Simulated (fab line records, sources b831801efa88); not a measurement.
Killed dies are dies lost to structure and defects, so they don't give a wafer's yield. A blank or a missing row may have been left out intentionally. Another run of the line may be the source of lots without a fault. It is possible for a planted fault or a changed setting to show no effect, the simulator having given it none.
Struck lot and sound lot, side by side	flow sky130	32 steps out of a route of 708
Sound: wafers L868.1, L868.2, L868.6. Struck: wafers L881.2, L881.3 (left out: L881.5, a lot-mate that was not struck); the cause follows at the end.
For every step that has rows: the tool of each side, followed by ch and its chambers, followed by its first start. Under that, the readings that differ: sound wafers	struck wafers	difference of the means	sigmas: that difference in standard deviations of wafers without a fault.
alike: readings with means less than 2 such deviations apart, plus words and numbers identical on both sides. not compared: withheld readings, readings lacking a value on some wafer, bounds such as >300 that could conceal the same value, and numbers that have no deviation in the record and whose values overlap.
The two part at a step that has a row with sigmas, a row that says differs or no value, or rows on one side only. Numbers that have no deviation but don't overlap get no sigmas and don't part them. Lack of a reading on every wafer of one side parts them only where that side has two or more wafers.

SKY_VIA1_ETCH_15: etches SiO2 in C4F8/O2/Ar, stops on TiN, target depth 351 nm, time 54 s.
  sound on rie-diel-04 ch 0,2,3, day 35 04:38; struck on rie-diel-01 ch 1,3, day 38 15:10
  alike: oes-product-au
  not compared: rf-hours-counter-h
then, 4 steps without rows for these wafers: SKY_VIA1_STRIP_16 (strips in O2/N2); SKY_VIA1_STRIP_17 (strips in post etch residue remover, time 1200 s); SKY_VIA1_CLEAN_18 (cleans in IPA, time 180 s); SKY_VIA1_CLEAN_19 (cleans in O3/DIW).
SKY_VIA1_SPUTTER_20: material TiN, target thk 20 nm, time 80 s.
  struck on pvd-sputter-01, day 38 15:48; sound on pvd-sputter-02, day 35 05:19
  alike: throttle-valve-pct
then, 1 step without rows for these wafers: SKY_VIA1_CVD_21 (deposits W, target thk 270 nm, time 80.902 s).
SKY_VIA1_RS_MEAS_22: uses a four-point probe to measure.
  struck on film-metro-02, day 38 15:59; sound on film-metro-02, day 35 05:28
  alike: VIA1_W_RS
SKY_VIA1_THK_MEAS_23: measures by xrf.
  struck on film-metro-02, day 38 16:05; sound on film-metro-02, day 35 05:35
  alike: VIA1_W_THK
then, 3 steps without rows for these wafers: SKY_VIA1_CMP_24 (polishes, stops on SiO2, t overpolish 15 s, target thk 0 nm); SKY_METAL2_SPUTTER_00 (material Ti, target thk 15 nm, time 10 s); SKY_METAL2_SPUTTER_01 (material TiN, target thk 20 nm, time 16.7 s).
SKY_METAL2_SPUTTER_02: material AlCu, target thk 250 nm, time 13.3 s.
  struck on pvd-sputter-04, day 38 16:29; sound on pvd-sputter-03, day 35 05:59
reading	sound	struck	difference	sigmas
model.AlCu_of_METAL2_SPUTTER_02.thk-nm (nm)	251.8 247.8 250.8	189.4 191.5	-59.7	
  alike: throttle-valve-pct
SKY_METAL2_SPUTTER_03: material Ti, target thk 5 nm, time 3.3 s.
  struck on pvd-sputter-04, day 38 16:31; sound on pvd-sputter-03, day 35 06:01
  alike: throttle-valve-pct
then, 1 step without rows for these wafers: SKY_METAL2_SPUTTER_04 (material TiN, target thk 70 nm, time 58.3 s).
SKY_METAL2_RS_MEAS_05: uses a four-point probe to measure.
  struck on film-metro-02, day 38 16:36; sound on film-metro-01, day 35 06:05
reading	sound	struck	difference	sigmas
METAL2_ALCU_RS (ohm/sq)	0.1257 0.1279 0.1266	0.1694 0.1675	+0.0417	+30
SKY_METAL2_THK_MEAS_06: measures by xrf.
  struck on film-metro-02, day 38 16:43; sound on film-metro-01, day 35 06:13
reading	sound	struck	difference	sigmas
METAL2_ALCU_THK (nm)	255.7 253.4 254.9	192.5 194.5	-61.2	-23
then, 8 steps without rows for these wafers: SKY_METAL2_DEHYDRATE_07 (time 60 s); SKY_METAL2_HMDS_08 (prime time 60 s); SKY_METAL2_COAT_09 (resist thk 60 nm); SKY_METAL2_COAT_10 (resist thk 450 nm); SKY_METAL2_SOFTBAKE_11 (time 90 s); SKY_METAL2_EXPOSE_12 (exposes mask MM2, target cd 140 nm); SKY_METAL2_PEB_13; SKY_METAL2_DEVELOP_14 (develop time 60 s).
SKY_METAL2_CD_MEAS_15: target cd 140 nm.
  struck on cd-sem-02, day 39 17:51; sound on cd-sem-01, day 36 08:32
  alike: cd-nm
SKY_METAL2_OVL_MEAS_16:
  struck on overlay-02, day 39 17:58; sound on overlay-02, day 36 08:39
  alike: METAL2_OVL
SKY_METAL2_DESCUM_17: chemistry O2, time 8 s.
  sound on rie-metal-03 ch 0,1, day 36 08:41; struck on rie-metal-01 ch 0, day 39 17:59
  alike: drypump-motor-current-A, oes-product-au
  not compared: rf-hours-counter-h
SKY_METAL2_ETCH_18: etches BARC in N2/H2, stops on SiO2, time 45.9 s, target depth 60 nm.
  sound on rie-metal-03 ch 0,1, day 36 08:43; struck on rie-metal-01 ch 0, day 39 18:01
  alike: drypump-motor-current-A, oes-product-au, throttle-valve-pct
  not compared: rf-hours-counter-h
SKY_METAL2_METAL_ETCH_19: etches the open film in Cl2/BCl3, stops on SiO2, target depth 360 nm, time 78 s.
  sound on rie-metal-03 ch 0,1, day 36 08:47; struck on rie-metal-01 ch 0, day 39 18:05
reading	sound	struck	difference	sigmas
oes-product-au (a.u.)	0.864 0.858 0.851	0.800 0.797	-0.059	-10
  alike: drypump-motor-current-A, throttle-valve-pct
  not compared: rf-hours-counter-h
then, 1 step without rows for these wafers: SKY_METAL2_STRIP_20 (strips in O2/N2).
-- the record jumps here: 10 days lie between the struck wafers' starts before and after (it left off in module METAL2 and takes up again in module PAD_OPEN, whose first step shown is number 708 of the route) --
SKY_PAD_OPEN_PROBE_99:
  struck on prober-01, day 49 10:11; sound on prober-01, day 46 19:08
reading	sound	struck	difference	sigmas
model.etest.met2.line-ohm-um	0.871 0.9196 0.913	1.205 1.172	+0.287	
model.etest.met2.rs-ohm-sq	0.127 0.1284 0.1275	0.1735 0.17	+0.0441	
  alike: defect-limited-yield, killed_at_M0_to_M3, killed_at_M4_up, killed-at-contacts, killed-at-front-end, killed-at-other, killed-dies, killed-open, killed-short, sort_bin_3_pad_short, sort_bin_5_function, sort_bin_6_memory, sort-n-pass, sort-yield-pct

== WHERE THEY PART ==
Last at SKY_METAL2_METAL_ETCH_19 as far as this record goes, first at SKY_METAL2_RS_MEAS_05. Later steps at which nothing parts them and some readings are alike: SKY_PAD_OPEN_PROBE_99.

WHY: what had been put in by the simulator
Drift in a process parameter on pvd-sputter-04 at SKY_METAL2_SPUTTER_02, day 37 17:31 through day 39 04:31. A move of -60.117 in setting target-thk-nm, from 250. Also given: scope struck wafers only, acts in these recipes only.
